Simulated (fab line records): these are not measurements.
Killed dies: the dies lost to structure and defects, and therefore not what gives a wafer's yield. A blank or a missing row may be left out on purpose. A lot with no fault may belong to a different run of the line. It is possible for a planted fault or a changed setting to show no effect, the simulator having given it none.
The same fault as seen by 2 desks / flow sky130 / each desk has only its own numbers; what lay behind them comes last

== METROLOGY DESK ==
Means of the sampled wafers that have a number, per lot and without regard to the tool the lot ran on: this is what the gauges read. A lot is out of limits, marked OUT, if its mean lies more than 4 standard deviations from the usual mean; the brackets give that distance.
Columns: A = SONOS_ONO_CVD_04_THK at SKY_SONOS_ONO_THK_MEAS_05, usual 5.73 nm; B = POLY_GATE_TW at SKY_RES_PROTECT_TW_MEAS_08, usual 4044
lot=L758; first seen here=day 11 17:38; A=5.73; B=4025
lot=L761; first seen here=day 12 08:13; A=5.69; B=4042
lot=L763; first seen here=day 13 06:17; A=5.71; B=4114
lot=L765; first seen here=day 13 20:55; A=5.73; B=4003
lot=L766; first seen here=day 14 06:51; A=5.58; B=4035
lot=L767; first seen here=day 14 15:48; A=5.87; B=4037
lot=L769; first seen here=day 15 05:38; A=5.80; B=4044
lot=L770; first seen here=day 15 16:14; A=5.71; B=4049
lot=L772; first seen here=day 16 03:28; A=6.73 (+10) OUT; B=4009
lot=L773; first seen here=day 16 12:11; A=6.63 (+9.0) OUT; B=4003
lot=L780; first seen here=day 19 01:35; A=5.80; B=4051
lot=L781; first seen here=day 19 09:41; A=5.80; B=4051
This desk reports L772, L773 out of limits; the earliest was L772 at day 16 03:28 (SONOS_ONO_CVD_04_THK at SKY_SONOS_ONO_THK_MEAS_05). In limits: L758, L761, L763, L765, L766, L767, L769, L770, L780, L781.

== THE TOOL OWNER'S DESK: lpcvd-03 ==
The tool's own readings at SKY_SONOS_ONO_CVD_04 (deposits SiO2 from SiH4/N2O, target thk 5.7199 nm): means of the sampled wafers that have a number, for each lot that ran on this tool. A lot is out of limits, marked OUT, if its mean lies more than 4 standard deviations from the usual mean; the brackets give that distance.
Columns: A = spikeTcUpperC at SKY_SONOS_ONO_CVD_04, usual 899.9 C; B = zonePowerUpperPct at SKY_SONOS_ONO_CVD_04, usual 16.7 %
lot=L758; first seen here=day 11 16:22; A=900.2; B=15.9
lot=L761; first seen here=day 12 06:56; A=899.6; B=16.1
lot=L763; first seen here=day 13 05:01; A=900.8; B=18.3
lot=L765; first seen here=day 13 19:40; A=900.9; B=18.2
lot=L766; first seen here=day 14 05:35; A=901.7; B=18.1
lot=L767; first seen here=day 14 13:55; A=900.4; B=18.0
lot=L769; first seen here=day 15 04:23; A=899.3; B=16.2
lot=L770; first seen here=day 15 14:58; A=899.5; B=15.9
lot=L772; first seen here=day 16 02:13; A=899.8; B=16.2
lot=L773; first seen here=day 16 10:56; A=900.2; B=16.1
lot=L780; first seen here=day 19 00:20; A=899.8; B=15.9
lot=L781; first seen here=day 19 08:26; A=900.7; B=18.4
This desk found nothing out of limits on any of the 12 lots.

== ALL TOGETHER ==
On L772, L773, the metrology desk was in a position to raise an alarm at day 16 03:28.
The tool owner's desk saw nothing out of limits.
Tool owner's desk: L772, L773 on record, inside its limits.
On lpcvd-03, each named lot ran SKY_SONOS_ONO_CVD_04.

== WHAT WAS PUT IN BY THE SIMULATOR ==
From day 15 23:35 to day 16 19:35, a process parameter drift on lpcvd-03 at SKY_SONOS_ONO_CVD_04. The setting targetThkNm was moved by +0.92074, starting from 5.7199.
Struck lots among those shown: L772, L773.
Time in hours between the start of the fault and the first out-of-limits reading at each desk: metrology desk, 4.
